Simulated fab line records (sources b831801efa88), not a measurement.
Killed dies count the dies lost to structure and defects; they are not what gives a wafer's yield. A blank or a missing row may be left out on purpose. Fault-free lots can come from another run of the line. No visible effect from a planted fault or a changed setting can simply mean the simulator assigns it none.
A struck lot beside a sound one | flow sfq_line | 21 out of 325 route steps
Sound: the wafers L328.1, L328.3, L328.6. Wafers struck: L331.2, L331.5, L331.6. The cause comes at the end.
For every step that has rows: the tool of each side, followed by ch and its chambers, followed by its first start. Under that, the readings that differ: sound wafers | struck wafers | difference of the means | sigmas: that difference in standard deviations of wafers without a fault.
alike: readings with means less than 2 such deviations apart, plus words and numbers identical on both sides. not compared: withheld readings, readings lacking a value on some wafer, bounds such as >300 that could conceal the same value, and numbers that have no deviation in the record and whose values overlap.
The two part at a step that has a row with sigmas, a row that says differs or no value, or rows on one side only. When numbers do not overlap yet have no deviation, they are printed without sigmas and do not part them. A reading that every wafer of one side lacks parts them only if that side has two wafers or more.

first, 2 steps without rows for these wafers: SFQ_TRILAYER_M0_LITHO_PEB_024 (peb time 60 s); SFQ_TRILAYER_M0_LITHO_DEVELOP_023 (time 60 s).
SFQ_M0_OVL_MEAS_906:
  sound on overlay-02 at day 8 06:58; struck on overlay-01 at day 8 23:44
  reading     | sound | struck   | difference | sigmas
  M0_OVL (nm) | 4 6 8 | -9 3 -16 | -13        | -2
SFQ_TRILAYER_M0_BARC_OPEN_METAL_ETCH_031: etches BARC in O2, target depth 125 nm, time 41.7 s.
  sound on rie_metal-04 ch 0,1, day 8 07:01; struck on rie_metal-02 ch 0,1, day 8 23:46
  alike: drypump_motor_current_A, oes_product_au, rf_fwd_power_W
  not compared: rf_hours_counter_h
then, 1 step without rows for these wafers: SFQ_TRILAYER_M0_ETCH_METAL_ETCH_024 (etches Nb in Cl2/Ar, stops on SiO2, target depth 240 nm, time 120 s).
SFQ_TRILAYER_M0_STRIP_STRIP_025: strips in O2.
  sound on rie_metal-04 ch 0,1, day 8 07:11; struck on rie_metal-02 ch 0,1, day 8 23:57
  alike: drypump_motor_current_A, oes_product_au
  not compared: rf_hours_counter_h
then, 2 steps without rows for these wafers: SFQ_TRILAYER_M0_STRIP_SOLV_CLEAN_026 (cleans in NMP, time 600 s); SFQ_TRILAYER_I0_DEP_PECVD_027 (deposits SiO2 from SiH4/N2O, time 111.11 s, target thk 500 nm).
SFQ_TRILAYER_I0_CMP_CMP_028: polishes SiO2.
  sound on cmp-02 ch 1,2, day 8 09:44; struck on cmp-02 ch 1,2,3, day 9 04:25
  alike: motor_current_A, time_to_endpoint_s
SFQ_I0_BOW_MEAS_907:
  sound on film_metro-01 at day 8 12:44; struck on film_metro-01 at day 9 05:56
  alike: I0_BOW
then, 2 steps without rows for these wafers: SFQ_TRILAYER_I0_METRO_MEASURE_029; SFQ_TRILAYER_I0_VIA_LITHO_COAT_036 (resist thk 62 nm).
SFQ_TRILAYER_I0_VIA_LITHO_COAT_031: resist thk 650 nm.
  sound on litho_track-04 ch 0, day 8 14:22; struck on litho_track-04 ch 0, day 9 07:35
  reading                                                 | sound             | struck            | difference | sigmas
  model.KrF_of_TRILAYER_I0_VIA_LITHO_COAT_031.thk_nm (nm) | 647.2 648.2 647.1 | 672.5 672.7 672.4 | +25.0      |
then, 4 steps without rows for these wafers: SFQ_TRILAYER_I0_VIA_LITHO_SOFTBAKE_035; SFQ_TRILAYER_I0_VIA_LITHO_EXPOSE_032 (exposes mask I0, target cd 500 nm); SFQ_TRILAYER_I0_VIA_LITHO_PEB_034 (peb time 60 s); SFQ_TRILAYER_I0_VIA_LITHO_DEVELOP_033 (time 60 s).
-- the record jumps here: 5 days lie between the struck wafers' starts before and after --
SFQ_I0_OVL_MEAS_908:
  sound on overlay-02 at day 12 23:30; struck on overlay-02 at day 13 22:46
  alike: I0_OVL
SFQ_TRILAYER_I0_VIA_BARC_OPEN_VIA_ETCH_046: etches BARC in O2, target depth 125 nm, time 41.7 s.
  sound on rie_diel-02 ch 2,3, day 12 23:32; struck on rie_diel-02 ch 0,1, day 13 22:48
  alike: drypump_motor_current_A, oes_product_au, rf_fwd_power_W
  not compared: rf_hours_counter_h
SFQ_TRILAYER_I0_VIA_ETCH_VIA_ETCH_034: etches SiO2 in CHF3, stops on Nb, target depth 260 nm.
  sound on rie_diel-02 ch 2,3, day 12 23:34; struck on rie_diel-02 ch 0,1, day 13 22:50
  reading                                                 | sound             | struck            | difference | sigmas
  rf_fwd_power_W (W)                                      | 496.9 496.4 497.0 | 500.9 500.8 499.7 | +3.7       | +2
  model.KrF_of_TRILAYER_I0_VIA_LITHO_COAT_031.thk_nm (nm) | 525.5 526.5 525.4 | 550.6 550.9 549.7 | +24.6      |
  alike: drypump_motor_current_A, oes_product_au
SFQ_TRILAYER_I0_VIA_STRIP_STRIP_035: strips in O2.
  sound on rie_metal-02 ch 1, day 12 23:41; struck on rie_metal-04 ch 0,1, day 13 22:57
  alike: drypump_motor_current_A, oes_product_au
  not compared: rf_hours_counter_h

## WHERE THEY PART
First at SFQ_M0_OVL_MEAS_906; last, within this record, at SFQ_TRILAYER_I0_VIA_ETCH_VIA_ETCH_034. Later steps at which nothing parts them and some readings are alike: SFQ_TRILAYER_I0_VIA_STRIP_STRIP_035.

WHY: what the simulator had put in
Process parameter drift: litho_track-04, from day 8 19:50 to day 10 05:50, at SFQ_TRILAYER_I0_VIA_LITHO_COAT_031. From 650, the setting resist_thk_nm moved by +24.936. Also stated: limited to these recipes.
